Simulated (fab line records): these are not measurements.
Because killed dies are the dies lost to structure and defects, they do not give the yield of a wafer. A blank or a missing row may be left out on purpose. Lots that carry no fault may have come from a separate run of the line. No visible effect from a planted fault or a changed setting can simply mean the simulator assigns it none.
Struck lot and sound lot, side by side / flow sky130 / 15 out of 708 route steps
Sound: wafers L209.4, L209.5, L209.6. Struck: wafer L210.4; the same lot's L210.1 was not struck, so it is left out; see the end for the cause.
Order at every step that has rows: each side's tool, ch and its chambers, its first start. Under that, the readings that differ: sound wafers / struck wafers / difference of the means / sigmas: that difference in standard deviations of wafers without a fault.
alike: words and numbers the same on both sides, and readings whose means are apart by under 2 such deviations; not compared: readings that were withheld, readings missing a value for some wafer, numbers with overlapping values and no deviation given by the record, and bounds like >300 which may hide the same value.
The two part at a step that has a row with sigmas, a row that says differs or no value, or rows on one side only. Numbers that don't overlap but have no deviation are shown without sigmas and don't part them. A reading that every wafer of one side lacks parts them only if that side has two wafers or more.

first, 9 steps without rows for these wafers: SKY_CAP2M_CLEAN_17 (cleans in O3/DIW); SKY_METAL4_DEHYDRATE_05 (time 60 s); SKY_METAL4_HMDS_06 (prime time 60 s); SKY_METAL4_COAT_07 (resist thk 60 nm); SKY_METAL4_COAT_08 (resist thk 1140 nm); SKY_METAL4_SOFTBAKE_09 (time 90 s); SKY_METAL4_EXPOSE_10 (exposes mask MM4, target cd 300 nm); SKY_METAL4_PEB_11; SKY_METAL4_DEVELOP_12 (develop time 60 s).
SKY_METAL4_CD_MEAS_13 targets a cd of 300 nm.
  sound on cd_sem-01, day 43 01:20; struck on cd_sem-02, day 43 05:55
  alike: cd_nm
SKY_METAL4_OVL_MEAS_14:
  sound on overlay-01, day 43 01:24; struck on overlay-02, day 43 06:02
  alike: METAL4_OVL
SKY_METAL4_DESCUM_15: chemistry O2, time 8 s.
  sound on rie_metal-01 ch 0,1, day 43 01:26; struck on rie_metal-01 ch 1, day 43 06:04
  alike: chamber_pressure_mTorr, drypump_motor_current_A, oes_product_au
  not compared: rf_hours_counter_h
SKY_METAL4_ETCH_16: etches BARC in N2/H2, stops on SiO2, time 88.2 s, target depth 60 nm.
  sound on rie_metal-01 ch 0,1, day 43 01:29; struck on rie_metal-01 ch 1, day 43 06:06
reading=oes_product_au (a.u.); sound=0.623 0.634 0.631; struck=0.650; difference=+0.021; sigmas=+4
reading=run_length_s (s); sound=116.0 116.7 115.8; struck=112.6; difference=-3.6; sigmas=-10
  alike: chamber_pressure_mTorr, drypump_motor_current_A, throttle_valve_pct
  not compared: rf_hours_counter_h
SKY_METAL4_ETCH_17: etches SiO2 in C4F8/O2/Ar, stops on TiN, time 3.9 s, target depth 15 nm.
  sound on rie_diel-03 ch 0,1,3, day 43 01:33; struck on rie_diel-02 ch 2, day 43 06:12
  alike: chamber_pressure_mTorr, oes_product_au
  not compared: rf_hours_counter_h
-- the record jumps here: 4 days lie between the struck wafers' starts before and after (it left off in module METAL4 and takes up again in module PAD_OPEN, whose first step shown is number 708 of the route) --
SKY_PAD_OPEN_PROBE_99:
  sound on prober-02, day 46 22:50; struck on prober-01, day 47 02:25
reading=sort_bin_3_pad_short (%); sound=0.2 1.0 0.2; struck=1.4; difference=+0.9; sigmas=+2
  alike: defect_limited_yield, killed_at_M0_to_M3, killed_at_M4_up, killed_at_contacts, killed_at_front_end, killed_at_other, killed_dies, killed_open, killed_short, sort_bin_5_function, sort_bin_6_memory, sort_n_pass, sort_yield_pct

WHERE THEY PART
At SKY_METAL4_ETCH_16 first; at SKY_PAD_OPEN_PROBE_99 last (within this record only).

WHY: whatever the simulator had introduced
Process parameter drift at SKY_METAL4_ETCH_16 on rie_metal-01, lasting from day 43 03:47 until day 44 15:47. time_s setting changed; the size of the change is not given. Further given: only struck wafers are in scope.
